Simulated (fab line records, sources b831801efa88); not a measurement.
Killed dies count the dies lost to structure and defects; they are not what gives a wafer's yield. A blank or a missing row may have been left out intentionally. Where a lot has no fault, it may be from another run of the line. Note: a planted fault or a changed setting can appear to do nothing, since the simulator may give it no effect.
fab line records	flow gf180mcu
record: lots: 6	wafers: 18	last-day: 34
route steps=602 shown V1@361 M2@362
lots that met no fault: taken from a fault-free run of the same line
start-h: start of the lot's first displayed wafer, in hours after the record's first day	wait-h: hours elapsed since this lot's preceding step	" identical to the entry in the row above	L1.1+2: one row covering several wafers at once	- no value present, or no start provided	* or withheld: withheld	< > ~ a bound
route shown NAME@n: names a module that has steps shown in the file, with the first one's number in the route	usual: average and standard deviation across the fault-free wafers	same: alike in all rows	chamber/n: place in a boat	sites: readings site by site	_std_site: their standard deviation	_edge_site: outer sites' mean less inner sites'	radius-mm: how far each site lies from the wafer's centre	mask NAME#n: copy n	behind: tool/chamber where the wafer was last shaped	hold: cause of the lot's hold/its duration in hours/its outcome	device: transistor that didn't switch, given as n, p or np	end of line: tests run on the same wafers once the route is complete	where a step has no rows: the recipe by itself	killed: dies that structure and defects cost at the first sort, which is not the same as the wafer's yield	map: per-die view of a wafer (x killed, . not killed, _ where there is no die)
set.NAME: the setting as run; set.NAME@STEP: as run at that earlier step	model.NAME: the simulator's own value behind a step, which no gauge read
certain route steps with their lots: each step a table, each wafer a row
services: from which hour (start-h, from the record's first day; less than 0 if before it) a tool's chamber was out of use, for how many hours, and why
== steps ==
step: GF_V1_CMP_26
recipe: stop-on: SiO2	down-force-psi: 3.5	platen-rpm: 60	t-overpolish-s: 15	target-thk-nm: 0	pad-velocity-m-s: 0.94248
usual: edge-zone-pressure-frac: 1.000/0.0053	motor-current-A: 10.3/0.62	overpolish-run-s: 14.999/0.0091	retaining-ring-pressure-frac: 1.000/0.005	time-to-endpoint-s: 85/3.6
lot.wafer	tool	chamber	start-h	wait-h	edge-zone-pressure-frac	motor-current-A	overpolish-run-s	retaining-ring-pressure-frac	time-to-endpoint-s
L805.2	cmp-02	0	451.76	0.1	1.002	10.0	14.994	1.004	86
L805.3	"	1	"	"	1.002	11.4	14.999	1.007	83
L805.5	"	3	"	"	1.000	10.7	14.996	1.001	94
L809.4	cmp-01	3	496.61	0.0	0.998	10.4	14.998	1.002	84
L809.3	"	0	"	"	1.005	9.4	15.004	0.999	85
L809.6	"	0	"	"	1.001	9.7	15.012	0.997	80
L812.4	cmp-01	3	504.84	0.0	0.996	10.2	15.004	0.997	84
L812.2	"	2	"	"	0.996	9.8	15.010	1.001	86
L812.6	"	0	"	"	1.011	9.5	14.994	0.996	82
L815.4	cmp-02	1	529.50	0.0	1.003	11.5	15.011	0.996	86
L815.1	"	2	"	"	1.001	10.5	15.007	1.000	82
L815.6	"	2	"	"	1.004	10.2	14.994	0.997	85
L816.3	cmp-02	1	530.95	0.0	1.013	11.1	15.021	1.002	89
L816.2	"	2	"	"	0.997	10.2	15.005	1.003	81
L816.4	"	3	"	"	0.996	10.6	15.003	0.999	93
L824.1	cmp-01	2	592.71	0.1	1.005	10.0	14.999	1.000	80
L824.4	"	3	"	"	0.997	10.6	15.007	0.997	85
L824.5	"	0	"	"	0.996	9.2	14.998	0.993	81
step: GF_M2_SPUTTER_00
recipe: material: Ti	target-thk-nm: 37.5	arriving-ion-energy-ev: 80	substrate-temp-c: 200	chamber-pressure-pa: 2	power-w: 4000	time-s: 150
usual: throttle-valve-pct: 29.7/1.3
lot.wafer	tool	chamber	start-h	wait-h	throttle-valve-pct
L805.2	pvd-sputter-01	-	451.96	0.1	26.7
L805.3	"	-	"	"	30.7
L805.5	"	-	"	"	29.3
L809.3	pvd-sputter-02	-	496.91	0.2	31.0
L809.4	"	-	"	"	28.4
L809.6	"	-	"	"	29.0
L812.2	pvd-sputter-01	-	505.14	0.1	27.0
L812.4	"	-	"	"	29.8
L812.6	"	-	"	"	29.0
L815.1	pvd-sputter-04	-	529.80	0.2	31.2
L815.4	"	-	"	"	31.0
L815.6	"	-	"	"	30.7
L816.2	pvd-sputter-01	-	531.25	0.2	26.8
L816.3	"	-	"	"	29.8
L816.4	"	-	"	"	30.7
L824.1	pvd-sputter-04	-	592.91	0.1	30.9
L824.4	"	-	"	"	30.1
L824.5	"	-	"	"	31.4
step: GF_M2_SPUTTER_01
recipe: material: TiN	target-thk-nm: 30	power-w: 6500	time-s: 25	chamber-pressure-pa: 0.4
usual: throttle-valve-pct: 29.6/1.3
lot.wafer	tool	chamber	start-h	wait-h	throttle-valve-pct
L805.2	pvd-sputter-01	-	452.06	0.1	26.8
L805.3	"	-	"	"	30.9
L805.5	"	-	"	"	29.3
L809.3	pvd-sputter-02	-	497.01	0.1	31.2
L809.4	"	-	"	"	29.2
L809.6	"	-	"	"	29.2
L812.2	pvd-sputter-01	-	505.24	0.1	26.8
L812.4	"	-	"	"	29.8
L812.6	"	-	"	"	29.4
L815.1	pvd-sputter-04	-	529.90	0.1	31.2
L815.4	"	-	"	"	30.8
L815.6	"	-	"	"	30.4
L816.2	pvd-sputter-01	-	531.35	0.1	26.7
L816.3	"	-	"	"	29.6
L816.4	"	-	"	"	30.8
L824.1	pvd-sputter-04	-	593.01	0.1	31.1
L824.4	"	-	"	"	30.0
L824.5	"	-	"	"	31.4
step: GF_M2_SPUTTER_02
recipe: material: AlCu	target-thk-nm: 450	power-w: 10600	time-s: 23.9	chamber-pressure-pa: 0.4
usual: throttle-valve-pct: 29.7/1.3
lot.wafer	tool	chamber	start-h	wait-h	throttle-valve-pct
L805.2	pvd-sputter-01	-	452.10	0.0	27.1
L805.3	"	-	"	"	31.0
L805.5	"	-	"	"	29.5
L809.3	pvd-sputter-02	-	497.04	0.0	31.2
L809.4	"	-	"	"	28.8
L809.6	"	-	"	"	29.3
L812.2	pvd-sputter-01	-	505.27	0.0	26.6
L812.4	"	-	"	"	29.7
L812.6	"	-	"	"	29.2
L815.1	pvd-sputter-04	-	529.93	0.0	31.1
L815.4	"	-	"	"	31.1
L815.6	"	-	"	"	30.9
L816.2	pvd-sputter-01	-	531.38	0.0	26.9
L816.3	"	-	"	"	29.9
L816.4	"	-	"	"	30.8
L824.1	pvd-sputter-04	-	593.04	0.0	31.0
L824.4	"	-	"	"	30.1
L824.5	"	-	"	"	31.3
step: GF_M2_SPUTTER_03
recipe: material: Ti	target-thk-nm: 10	substrate-temp-c: 300	chamber-pressure-pa: 0.3	power-w: 3000	time-s: 6.7
usual: throttle-valve-pct: 29.6/1.3
lot.wafer	tool	chamber	start-h	wait-h	throttle-valve-pct
L805.2	pvd-sputter-01	-	452.13	0.0	26.8
L805.3	"	-	"	"	30.5
L805.5	"	-	"	"	29.4
L809.3	pvd-sputter-02	-	497.07	0.0	31.2
L809.4	"	-	"	"	28.7
L809.6	"	-	"	"	29.1
L812.2	pvd-sputter-01	-	505.30	0.0	27.1
L812.4	"	-	"	"	29.6
L812.6	"	-	"	"	29.4
L815.1	pvd-sputter-04	-	529.96	0.0	31.1
L815.4	"	-	"	"	31.1
L815.6	"	-	"	"	30.7
L816.2	pvd-sputter-01	-	531.41	0.0	26.7
L816.3	"	-	"	"	29.6
L816.4	"	-	"	"	30.6
L824.1	pvd-sputter-04	-	593.07	0.0	31.2
L824.4	"	-	"	"	29.8
L824.5	"	-	"	"	31.2
step: GF_M2_SPUTTER_04
recipe: material: TiN	target-thk-nm: 50	power-w: 6500	time-s: 41.7	chamber-pressure-pa: 0.4
step: GF_M2_RS_MEAS_05
recipe: thk-meas-gauge: four-point-probe	reads: TiN_of_M2_SPUTTER_04+Ti_of_M2_SPUTTER_03+AlCu_of_M2_SPUTTER_02+TiN_of_M2_SPUTTER_01+Ti_of_M2_SPUTTER_00
usual: M2_ALCU_RS: 0.0693/0.00081
lot.wafer	tool	chamber	start-h	wait-h	M2_ALCU_RS[ohm/sq]
L805.2	film-metro-04	-	452.21	0.0	0.0674
L805.3	"	-	"	"	0.0683
L805.5	"	-	"	"	0.0688
L809.3	film-metro-02	-	497.17	0.1	0.0700
L809.4	"	-	"	"	0.0711
L809.6	"	-	"	"	0.0702
L812.2	film-metro-02	-	505.38	0.0	0.0690
L812.4	"	-	"	"	0.0697
L812.6	"	-	"	"	0.0702
L815.1	film-metro-02	-	530.02	0.0	0.0690
L815.4	"	-	"	"	0.0688
L815.6	"	-	"	"	0.0689
L816.2	film-metro-03	-	531.49	0.0	0.0697
L816.3	"	-	"	"	0.0694
L816.4	"	-	"	"	0.0690
L824.1	film-metro-03	-	593.13	0.0	0.0691
L824.4	"	-	"	"	0.0688
L824.5	"	-	"	"	0.0691
step: GF_M2_THK_MEAS_06
recipe: thk-meas-gauge: xrf	reads: AlCu_of_M2_SPUTTER_02
usual: M2_ALCU_THK: 455/5.5
lot.wafer	tool	chamber	start-h	wait-h	M2_ALCU_THK[nm]
L805.2	film-metro-04	-	452.32	0.1	466
L805.3	"	-	"	"	460
L805.5	"	-	"	"	455
L809.3	film-metro-02	-	497.27	0.1	451
L809.4	"	-	"	"	442
L809.6	"	-	"	"	450
L812.2	film-metro-02	-	505.49	0.1	456
L812.4	"	-	"	"	450
L812.6	"	-	"	"	447
L815.1	film-metro-02	-	530.14	0.1	459
L815.4	"	-	"	"	455
L815.6	"	-	"	"	457
L816.2	film-metro-03	-	531.60	0.1	454
L816.3	"	-	"	"	454
L816.4	"	-	"	"	457
L824.1	film-metro-03	-	593.25	0.1	455
L824.4	"	-	"	"	457
L824.5	"	-	"	"	456
step: GF_M2_DEHYDRATE_07
recipe: temp-c: 200	time-s: 60
step: GF_M2_HMDS_08
recipe: prime-time-s: 60	prime-temp-c: 120
step: GF_M2_COAT_09
recipe: resist: KrF	spin-rpm: withheld	resist-thk-nm: 1000
step: GF_M2_SOFTBAKE_10
recipe: temp-c: 130	time-s: 58.37	resist: KrF
step: GF_M2_EXPOSE_11
recipe: mask-id: Metal2	target-cd-nm: 280	na: 0.68	source-shape: conventional	sigma-outer: 0.6	dose-mj: 28
usual: exposure-dose-mJ-cm2: 28.04/0.033	stage-vel-mm-s: 500.03/0.21
same: sigma-outer: 0.6
lot.wafer	tool	chamber	start-h	wait-h	mask	exposure-dose-mJ-cm2	stage-vel-mm-s
L805.2	krf-scanner-01	0	464.08	-	Metal2#0	28.14	499.84
L805.3	"	0	"	"	Metal2#0	28.06	499.89
L805.5	"	0	"	"	Metal2#0	28.11	499.95
L809.3	krf-scanner-01	0	509.07	-	Metal2#0	28.00	500.34
L809.4	"	0	"	"	Metal2#0	28.04	500.27
L809.6	"	0	"	"	Metal2#0	28.02	500.40
L812.2	krf-scanner-02	0	516.99	-	Metal2#0	28.06	500.03
L812.4	"	0	"	"	Metal2#0	28.06	500.22
L812.6	"	0	"	"	Metal2#0	28.03	500.25
L815.1	krf-scanner-01	0	541.81	-	Metal2#0	25.19	500.43
L815.4	"	0	"	"	Metal2#0	25.24	500.41
L815.6	"	0	"	"	Metal2#0	25.20	500.32
L816.2	krf-scanner-01	0	543.31	-	Metal2#0	25.21	500.16
L816.3	"	0	"	"	Metal2#0	25.20	499.81
L816.4	"	0	"	"	Metal2#0	25.23	499.84
L824.1	krf-scanner-01	0	603.88	-	Metal2#0	28.00	499.85
L824.4	"	0	"	"	Metal2#0	28.06	500.19
L824.5	"	0	"	"	Metal2#0	28.00	499.85
step: GF_M2_PEB_12
recipe: peb-temp-c: 135	peb-time-s: 90	resist: KrF
step: GF_M2_DEVELOP_13
recipe: develop-time-s: 60	dev-temp-c: 21
step: GF_M2_CD_MEAS_14
recipe: target-cd-nm: 280
usual: cd-nm: 280.0/1.1
lot.wafer	tool	chamber	start-h	wait-h	cd-nm
L805.2	cd-sem-02	-	476.26	0.1	279.0
L805.3	"	-	"	"	278.1
L805.5	"	-	"	"	277.3
L809.3	cd-sem-01	-	519.97	0.1	280.9
L809.4	"	-	"	"	280.1
L809.6	"	-	"	"	281.4
L812.2	cd-sem-02	-	527.96	0.1	279.1
L812.4	"	-	"	"	280.2
L812.6	"	-	"	"	279.9
L815.1	cd-sem-01	-	552.24	0.1	205.1
L815.4	"	-	"	"	201.6
L815.6	"	-	"	"	178.5
L816.2	cd-sem-02	-	553.75	0.1	194.0
L816.3	"	-	"	"	226.5
L816.4	"	-	"	"	255.6
L824.1	cd-sem-02	-	614.03	0.1	278.6
L824.4	"	-	"	"	278.7
L824.5	"	-	"	"	277.9
step: GF_M2_OVL_MEAS_15
usual: M2_OVL: -1/6.4
lot.wafer	tool	chamber	start-h	wait-h	M2_OVL[nm]
L805.2	overlay-01	-	476.37	0.1	-7
L805.3	"	-	"	"	1
L805.5	"	-	"	"	-1
L809.3	overlay-02	-	520.06	0.1	9
L809.4	"	-	"	"	7
L809.6	"	-	"	"	9
L812.2	overlay-01	-	528.06	0.1	6
L812.4	"	-	"	"	7
L812.6	"	-	"	"	1
L815.1	overlay-02	-	552.36	0.1	0
L815.4	"	-	"	"	-3
L815.6	"	-	"	"	-3
L816.2	overlay-01	-	553.86	0.1	-8
L816.3	"	-	"	"	-6
L816.4	"	-	"	"	-3
L824.1	overlay-02	-	614.15	0.1	3
L824.4	"	-	"	"	9
L824.5	"	-	"	"	5
step: GF_M2_METAL_ETCH_16
recipe: chemistry: Cl2/BCl3	mask-material: KrF	target-depth-nm: 627.5	stop-on: SiO2	pressure-mtorr: 8	icp-w: 800	bias-w: 140	Cl2_flow_sccm: 80	bcl3-flow-sccm: 40	time-s: 104.6
usual: chamber-pressure-mTorr: 8.000/0.007	drypump-motor-current-A: 5.9/0.45	oes-product-au: 0.972/0.0059	throttle-valve-pct: 28.250/0.011
lot.wafer	tool	chamber	start-h	wait-h	chamber-pressure-mTorr	drypump-motor-current-A	oes-product-au	rf-hours-counter-h	throttle-valve-pct	model.M2.cd-nm
L805.2	rie-metal-03	0	476.40	0.0	7.990	5.6	0.985	5	28.241	273
L805.3	"	1	"	"	8.001	5.1	0.979	-	28.238	278.1
L805.5	"	1	"	"	8.008	5.2	0.974	-	28.267	276.9
L809.3	rie-metal-03	0	520.13	0.1	8.006	5.6	0.971	-	28.258	278.4
L809.4	"	1	"	"	8.006	5.1	0.965	-	28.262	282
L809.6	"	0	"	"	7.995	5.6	0.971	-	28.250	280.1
L812.2	rie-metal-02	1	528.09	0.0	7.988	6.1	0.974	1	28.236	277.3
L812.4	"	0	"	"	7.999	5.9	0.978	-	28.261	276.4
L812.6	"	1	"	"	8.009	6.1	0.979	-	28.266	283.1
L815.1	rie-metal-01	1	552.40	0.0	8.003	5.8	0.975	10	28.258	206.8
L815.4	"	0	"	"	8.002	6.6	0.968	-	28.243	201.5
L815.6	"	1	"	"	8.002	5.8	0.973	-	28.231	181
L816.2	rie-metal-02	0	553.89	0.0	8.006	5.8	0.965	7	28.253	196.7
L816.3	"	0	"	"	8.000	5.8	0.966	-	28.252	228
L816.4	"	1	"	"	8.007	6.1	0.977	-	28.244	262.6
L824.1	rie-metal-02	0	614.19	0.0	8.012	5.9	0.967	9	28.252	279.9
L824.4	"	0	"	"	8.000	5.9	0.970	-	28.242	282.1
L824.5	"	0	"	"	7.988	5.9	0.969	-	28.251	277.6
step: GF_M2_STRIP_17
recipe: chemistry: O2/N2	power-w: 1400	pressure-mtorr: 1500	platen-temp-c: 250	o2-flow-sccm: 3000	n2-flow-sccm: 300	overash-fraction: 0.5
== services ==
tool	chamber	start-h	hours	kind
krf-scanner-02	-	429.28	0.8	pm
pvd-sputter-02	-	430.37	0.5	repair
rie-metal-03	-	437.51	0.4	repair
cmp-02	-	441.53	0.6	repair
rie-metal-03	-	443.68	2.8	pm
pvd-sputter-04	-	444.66	3.8	repair
pvd-sputter-02	-	445.12	3.2	repair
rie-metal-02	0	450.39	8.3	repair
rie-metal-03	1	466.02	1.2	repair
rie-metal-03	-	478.66	1.9	repair
rie-metal-03	-	493.97	0.5	repair
krf-scanner-01	-	501.89	6.0	repair
cmp-01	-	510.60	0.2	repair
cmp-01	-	518.74	34.5	repair
krf-scanner-01	-	526.81	1.0	pm
pvd-sputter-01	-	527.12	4.0	repair
pvd-sputter-02	-	535.58	4.0	repair
krf-scanner-01	-	544.24	1.3	pm
cmp-01	-	553.21	9.7	pm
krf-scanner-01	-	557.19	1.7	repair
pvd-sputter-04	-	561.00	1.6	repair
rie-metal-02	1	562.70	5.3	repair
cmp-02	-	577.35	4.4	repair
krf-scanner-01	-	605.03	4.0	pm
== key ==
first-sign: step: GF_M2_EXPOSE_11	reading: exposure-dose-mJ-cm2	direction: down	sigmas: 85	usual: 28.04	struck: 25.21
effect: step: GF_M2_CD_MEAS_14	reading: cd-nm	direction: down	sigmas: 61	usual: 280.0	struck: 210.2	through: control-loop
model-effect: step: GF_M2_METAL_ETCH_16	value: M2.cd-nm	without: 283.8	struck: 212.8
met-at GF_M2_EXPOSE_11
struck-wafers L815.1,L815.4,L815.6,L816.2,L816.3,L816.4
later-rows-left-out L815.1,L815.4,L815.6,L816.2,L816.3
sort-left-out L815.1,L815.4,L815.6,L816.2,L816.3,L816.4
loop-trim: step: GF_M2_EXPOSE_11	setting: dose	lots: L815,L816
onset-between 509.07 541.81
fault: kind: process-parameter-drift	tool: krf-scanner-01	chamber: -	onset-h: 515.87	steps: GF_M2_EXPOSE_11	channel: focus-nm	offset: 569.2	spread-by-wafer: 0.3	shape: step	end-h: 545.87
sort-left-out: the simulated sort isn't trusted on such a fault, so these wafers' sort isn't shown, and their yield isn't known
later-rows-left-out: the simulator's readings of these wafers behind a module that went badly wrong aren't trusted and aren't shown, but for the sort
loop-trim: a control loop set the setting to another value than it would have without faults
